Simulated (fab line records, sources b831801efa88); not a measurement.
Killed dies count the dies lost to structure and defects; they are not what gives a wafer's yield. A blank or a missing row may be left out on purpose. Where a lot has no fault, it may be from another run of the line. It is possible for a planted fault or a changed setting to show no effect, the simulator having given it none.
Split-lot trial | flow sky130 | 23 wafers read from 5 lots, route of 708 steps

== ON THE SPLIT ==
At SKY_POLY_GATE_ETCH_17 (etches poly-Si in HBr/Cl2, stops on SiO2, target depth 180 nm, time 70.5 s), the setting time-s was moved away from the recipe's 70.5 s on 12 of the 23 wafers read, by -10.4% to +4.7%. All remaining wafers had this setting at the recipe value.

The reading comes from the split's own step.

== THE READING ==
POLY_GATE.feature-depth-nm (the simulator's own value, which no gauge read), in nm, at SKY_POLY_GATE_ETCH_17 (etches poly-Si in HBr/Cl2, stops on SiO2, target depth 180 nm, time 70.5 s). No usual value for it is given in the file. Across the 11 wafers here that went through the recipe, the average is 177.7 nm and the standard deviation 1.8 nm.

wafer  | tool, chamber at the split | time-s as run, s | against the recipe | POLY_GATE.feature-depth-nm, nm | against lot-mates on the recipe
L074.1 | rie-si-02, 3               | 70.5             | recipe             | 177.7                          | -
L074.2 | rie-si-02, 1               | 73.7             | +4.5%              | 179.8                          | +1.8
L074.3 | rie-si-02, 2               | 73.7             | +4.5%              | 179.7                          | +1.7
L074.4 | rie-si-02, 0               | 73.7             | +4.5%              | 180.8                          | +2.8
L074.6 | rie-si-02, 0               | 70.5             | recipe             | 178.3                          | -
L076.2 | rie-si-02, 3,1             | 65.85            | -6.6%              | 165.9                          | -11.0
L076.3 | rie-si-02, 3,1             | 65.85            | -6.6%              | 165.9                          | -11.0
L076.4 | rie-si-02, 2               | 65.85            | -6.6%              | 163.1                          | -13.8
L076.5 | rie-si-02, 1               | 70.5             | recipe             | 178.1                          | -
L076.6 | rie-si-02, 2               | 70.5             | recipe             | 175.7                          | -
L078.1 | rie-si-01, 2               | 73.82            | +4.7%              | 178.6                          | +0.9
L078.2 | rie-si-01, 1               | 70.5             | recipe             | 176.6                          | -
L078.3 | rie-si-01, 3               | 70.5             | recipe             | 178.8                          | -
L078.4 | rie-si-01, 0               | 73.82            | +4.7%              | 178.3                          | +0.6
L078.6 | rie-si-01, 1               | 73.82            | +4.7%              | 178.4                          | +0.7
L080.2 | rie-si-01, 2               | 70.5             | recipe             | 179.5                          | -
L080.4 | rie-si-01, 0,2             | 70.5             | recipe             | 178.9                          | -
L080.6 | rie-si-01, 0,2             | 70.5             | recipe             | 178.9                          | -
L084.1 | rie-si-02, 0               | 70.5             | recipe             | 178.7                          | -
L084.2 | rie-si-02, 2               | 70.5             | recipe             | 173.1                          | -
L084.3 | rie-si-02, 3               | 63.18            | -10.4%             | 158.3                          | -17.6
L084.4 | rie-si-02, 1               | 63.18            | -10.4%             | 157.7                          | -18.2
L084.6 | rie-si-02, 0               | 63.18            | -10.4%             | 159.9                          | -16.0
The file does not say which wafer passed through which chamber wherever a row lists several chambers: such a row stands for several wafers.

THE FIT
A straight line over all 23 wafers: POLY_GATE.feature-depth-nm changes by +1.43 nm for each +1% of time-s; r = +0.94; the points scatter about the line by 2.8 nm.
The same after taking each lot's own level away (the mean of its wafers on the recipe; 23 wafers): +1.31 nm for each +1%; r = +0.94; scatter 2.5 nm.
That fit puts the effect of the largest move of time-s on the reading at 14 nm.
Measured against the standard deviation above, the lots' own levels, which go from 175.90 to 179.10 nm, span 1.8 times it.
Consequently the slope shifts little with the lot-to-lot level, the two slopes agreeing.
Check: -15.3 nm against its lot-mates is what the line predicts for one of the wafers moved furthest among these (-10.4%) when that wafer is left out of the fit. Against them it came out at -17.6 nm.

== ADDITIONAL SPLITS CARRIED BY THESE WAFERS ==
Note: prior to the reading, these wafers also went through further splits. Each is held against what the fit with the lots' levels taken away leaves over:
other split on the same wafers           | wafers away from the commonest value | r with POLY_GATE.feature-depth-nm (lot level and that fit taken away)
SKY_GATE_OXIDE_DEVELOP_09 develop-time-s | 3                                    | -0.13
SKY_RES_PROTECT_SOFTBAKE_03 temp-c       | 11                                   | -0.27
SKY_RES_PROTECT_DEVELOP_06 dev-temp-c    | 5                                    | +0.07

== FILE'S OWN FIT ==
POLY_GATE.feature-depth-nm changes by +1.4 nm for each +1% of time-s, r = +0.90.
